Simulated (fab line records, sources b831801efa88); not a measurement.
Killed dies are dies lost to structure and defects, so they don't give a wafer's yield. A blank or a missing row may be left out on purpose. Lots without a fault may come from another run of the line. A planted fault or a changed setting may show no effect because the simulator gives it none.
Problem report in the 8D (eight disciplines) form, filled by code | flow sky130 | the parts of the form that need people (team, actions taken, sign-off) are left out

1. THE PROBLEM
VIA3_W_RS at SKY_VIA3_RS_MEAS_22 reads a mean of 0.252 ohm/sq on 1 wafer of 1 lot; wafers without a fault read 0.294 ohm/sq with a standard deviation of 0.0051. That is -8.2 standard deviations from the usual mean.
The step: measures by four-point-probe.
First seen on wafer L996.2, day 45 21:25, on film_metro-04. The record holds 30 wafers of 10 lots with a number at this step. Rule for "out", or "out of limits": more than 4 standard deviations from the usual mean. The other wafers with a number count as sound.

2. WHAT IT IS AND WHAT IT IS NOT
question                    | is                | is not
which readings at this step | VIA3_W_RS         | -
which lots                  | L996              | L976, L977, L979, L980, L982, L984, L985, L987, L988
which wafers of those lots  | L996.2            | L996.1, L996.4
read on which gauges        | film_metro-04     | film_metro-01, film_metro-02
when                        | from day 45 21:25 | up to then (29 sound wafers)

3. SUSPECTS, AND WHAT RULES EACH OUT
Counting: a tool at a process step up to the reading stays a suspect if it ran every lot that is out. Sound lots after the first of them don't rule it out here, since some wafers of a struck lot are sound.
- the gauge at SKY_VIA3_RS_MEAS_22: ruled out. All the wafers that are out were read on film_metro-04, but those of them that SKY_VIA3_CMP_24 has rows for are out there too, on other tools.
- plasma_asher-04 at SKY_METAL3_STRIP_19 (strips in O2/N2): kept. It ran the lot that is out, L996 (day 44 22:05); its last sound lot up to then is L984 (day 41 15:28).
- cvd_w-02 at SKY_VIA3_CVD_21 (deposits W, target thk 390 nm, time 117.31 s): kept. It ran the lot that is out, L996 (day 45 21:17); its last sound lot up to then is L988 (day 43 22:54).
- Within cvd_w-02 at SKY_VIA3_CVD_21: the wafers that are out ran in chamber 1; their sound lot-mates ran in chamber 0.
Left after counting: plasma_asher-04 at SKY_METAL3_STRIP_19, cvd_w-02 at SKY_VIA3_CVD_21.

4. THE CAUSE (what the simulator had put in)
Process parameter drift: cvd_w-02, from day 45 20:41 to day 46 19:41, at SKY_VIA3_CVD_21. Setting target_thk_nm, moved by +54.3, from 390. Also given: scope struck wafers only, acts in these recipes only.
Counting left 2 suspects, and this tool is among them.

5. THE CHAIN OF EFFECTS, in route order
Each row: a reading whose mean over the struck wafers that have a number lies more than 3 standard deviations from the usual. Only readings for which the record gives a usual standard deviation are gone through. hours: the time from each lot's start at the first step in this table that gives one to its start at this step, as a median over the lots. sigmas: the change in usual standard deviations.
hours | step                 | reading            | usual        | on struck wafers | change | sigmas
0     | SKY_VIA3_RS_MEAS_22  | VIA3_W_RS          | 0.294 ohm/sq | 0.252            | -0.042 | -8.2
0     | SKY_VIA3_THK_MEAS_23 | VIA3_W_THK         | 398 nm       | 459              | +61    | +7.9
0     | SKY_VIA3_CMP_24      | time_to_endpoint_s | 96 s         | 115              | +19    | +4.6
The process steps in it:
- SKY_VIA3_CMP_24: polishes, stops on SiO2, t overpolish 20 s, target thk 0 nm.

6. WHAT WOULD HAVE CAUGHT IT SOONER
In this record the first reading out of limits at a measuring or inspecting step was taken at day 45 21:25, 1 hour after the fault began at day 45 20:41.
Of the tool readings at SKY_VIA3_CVD_21 for which the record gives a usual standard deviation, none was out on any struck wafer, so an alarm limit of 4 standard deviations on them would not have fired.
All the lots that are out (1) had begun SKY_VIA3_CVD_21 on cvd_w-02 by day 45 21:25. A hold on the tool at that time would have spared none of them.
